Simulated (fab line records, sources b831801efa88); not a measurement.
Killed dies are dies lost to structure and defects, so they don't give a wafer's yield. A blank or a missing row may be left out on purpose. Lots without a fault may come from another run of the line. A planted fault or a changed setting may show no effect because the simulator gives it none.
A struck lot beside a sound one | flow sky130 | 33 steps out of a route of 708
Sound: wafers L511.3, L511.5, L511.6. Struck: wafers L503.2, L503.3, L503.6. The cause comes at the end.
At each step with rows: each side's tool, then ch and its chambers, then its first start. Under that, the readings that differ: sound wafers | struck wafers | difference of the means | sigmas: that difference in standard deviations of wafers without a fault.
alike: readings whose means differ by less than 2 such deviations, and words and numbers that are the same on both sides. not compared: withheld readings, readings that some wafer has no value for, bounds like >300 that may hide the same value, and numbers for which the record gives no deviation and whose values overlap.
The two part at a step that has a row with sigmas, a row that says differs or no value, or rows on one side only. Numbers that don't overlap but have no deviation are shown without sigmas and don't part them. A reading that every wafer of one side lacks parts them only if that side has two wafers or more.

first, 1 step without rows for these wafers: SKY_METAL2_DEVELOP_14 (develop time 60 s).
SKY_METAL2_CD_MEAS_15: target cd 140 nm.
  sound on cd_sem-01, day 41 03:16; struck on cd_sem-02, day 39 00:32
  alike: cd_nm
SKY_METAL2_OVL_MEAS_16:
  sound on overlay-01, day 41 03:21; struck on overlay-01, day 39 00:39
  reading         | sound    | struck | difference | sigmas
  METAL2_OVL (nm) | -8 -5 -6 | 7 0 3  | +10        | +2
SKY_METAL2_DESCUM_17: chemistry O2, time 8 s.
  sound on rie_metal-02 ch 0,1, day 41 03:23; struck on rie_metal-04 ch 0,1, day 39 00:41
  alike: chamber_pressure_mTorr, drypump_motor_current_A, oes_product_au
  not compared: rf_hours_counter_h
SKY_METAL2_ETCH_18: etches BARC in N2/H2, stops on SiO2, time 45.9 s, target depth 60 nm.
  sound on rie_metal-02 ch 0,1, day 41 03:26; struck on rie_metal-04 ch 0,1, day 39 00:43
  alike: chamber_pressure_mTorr, drypump_motor_current_A, oes_product_au, throttle_valve_pct
  not compared: rf_hours_counter_h
SKY_METAL2_METAL_ETCH_19: etches the open film in Cl2/BCl3, stops on SiO2, target depth 360 nm, time 78 s.
  sound on rie_metal-02 ch 0,1, day 41 03:30; struck on rie_metal-04 ch 0,1, day 39 00:46
  alike: chamber_pressure_mTorr, drypump_motor_current_A, oes_product_au, throttle_valve_pct
  not compared: rf_hours_counter_h
then, 5 steps without rows for these wafers: SKY_METAL2_STRIP_20 (strips in O2/N2); SKY_METAL2_STRIP_21 (strips in post etch residue remover, time 1200 s); SKY_METAL2_CLEAN_22 (cleans in IPA, time 180 s); SKY_METAL2_CLEAN_23 (cleans in O3/DIW); SKY_VIA2_HDPCVD_00 (deposits SiO2, target thk 1180 nm, time 196.7 s).
SKY_VIA2_THK_MEAS_01:
  sound on film_metro-02, day 41 04:23; struck on film_metro-02, day 39 02:00
  alike: VIA2_HDPCVD_THK
SKY_VIA2_CMP_02: polishes SiO2.
  sound on cmp-02 ch 0,1,2, day 41 04:34; struck on cmp-01 ch 1,2,3, day 39 02:06
  no value came back on the struck wafers for edge_zone_pressure_frac, head_pressure_psi (psi), motor_current_A (A); on the sound wafers edge_zone_pressure_frac reads 1.000 1.001 1.000
  reading                                  | sound             | struck         | difference | sigmas
  model.SiO2_of_VIA2_HDPCVD_00.thk_nm (nm) | 494.5 494.6 494.9 | 1185 1195 1190 | +695       |
SKY_VIA2_BOW_MEAS_03:
  sound on film_metro-01, day 41 04:46; struck on film_metro-04, day 39 02:22
  reading       | sound     | struck      | difference | sigmas
  VIA2_BOW (um) | 104 85 84 | 122 122 111 | +27        | +4
then, 8 steps without rows for these wafers: SKY_VIA2_DEHYDRATE_04 (time 60 s); SKY_VIA2_HMDS_05 (prime time 60 s); SKY_VIA2_COAT_06 (resist thk 60 nm); SKY_VIA2_COAT_07 (resist thk 450 nm); SKY_VIA2_SOFTBAKE_08 (time 90 s); SKY_VIA2_EXPOSE_09 (exposes mask VIM2, target cd 200 nm); SKY_VIA2_PEB_10; SKY_VIA2_DEVELOP_11 (develop time 60 s).
SKY_VIA2_CD_MEAS_12: target cd 200 nm.
  sound on cd_sem-02, day 42 04:19; struck on cd_sem-01, day 40 02:40
  alike: cd_nm
SKY_VIA2_OVL_MEAS_13:
  sound on overlay-01, day 42 04:24; struck on overlay-01, day 40 02:46
  alike: VIA2_OVL
then, 1 step without rows for these wafers: SKY_VIA2_ETCH_14 (etches BARC in N2/H2, stops on SiO2, time 45.9 s, target depth 60 nm).
SKY_VIA2_ETCH_15: etches SiO2 in C4F8/O2/Ar, stops on TiN, target depth 546 nm, time 84 s.
  sound on rie_diel-01 ch 0,1,2, day 42 04:28; struck on rie_diel-01 ch 1,3, day 40 02:51
  reading                          | sound             | struck            | difference | sigmas
  oes_product_au (a.u.)            | 0.943 0.938 0.939 | 1.640 1.637 1.638 | +0.698     | +99 or more
  model.etch.depth_nm (nm)         | 494.5 494.6 494.9 | 552.6 549.3 552.4 | +56.8      |
  model.VIA2.feature_depth_nm (nm) | 494.5 494.6 494.9 | 552.6 549.3 552.4 | +56.8      |
  alike: chamber_pressure_mTorr
SKY_VIA2_STRIP_16: strips in O2/N2.
  sound on plasma_asher-02 ch 0,1, day 42 04:34; struck on plasma_asher-02 ch 0,1, day 40 02:55
  alike: chamber_pressure_mTorr, drypump_motor_current_A, oes_product_au, strip_time_to_endpoint_s
  not compared: rf_hours_counter_h
then, 4 steps without rows for these wafers: SKY_VIA2_STRIP_17 (strips in post etch residue remover, time 1200 s); SKY_VIA2_CLEAN_18 (cleans in IPA, time 180 s); SKY_VIA2_CLEAN_19 (cleans in O3/DIW); SKY_VIA2_SPUTTER_20 (material TiN, target thk 20 nm, time 80 s).
SKY_VIA2_CVD_21: deposits W, target thk 420 nm, time 126.4 s.
  sound on cvd_w-02 ch 0,1, day 42 05:14; struck on cvd_w-02 ch 0,1, day 40 03:36
  alike: heater_power_w
SKY_VIA2_CMP_24: polishes, stops on SiO2, t overpolish 20 s, target thk 0 nm.
  sound on cmp-01 ch 0,1, day 42 05:29; struck on cmp-02 ch 1,3, day 40 03:55
  reading                                  | sound             | struck         | difference | sigmas
  model.SiO2_of_VIA2_HDPCVD_00.thk_nm (nm) | 490.1 490.2 490.5 | 1181 1191 1186 | +696       |
  alike: edge_zone_pressure_frac, head_pressure_psi, motor_current_A

WHERE THEY PART
First at SKY_METAL2_OVL_MEAS_16; last, within this record, at SKY_VIA2_ETCH_15. Later steps at which nothing parts them and some readings are alike: SKY_VIA2_STRIP_16, SKY_VIA2_CVD_21, SKY_VIA2_CMP_24.

WHY: what the simulator had put in
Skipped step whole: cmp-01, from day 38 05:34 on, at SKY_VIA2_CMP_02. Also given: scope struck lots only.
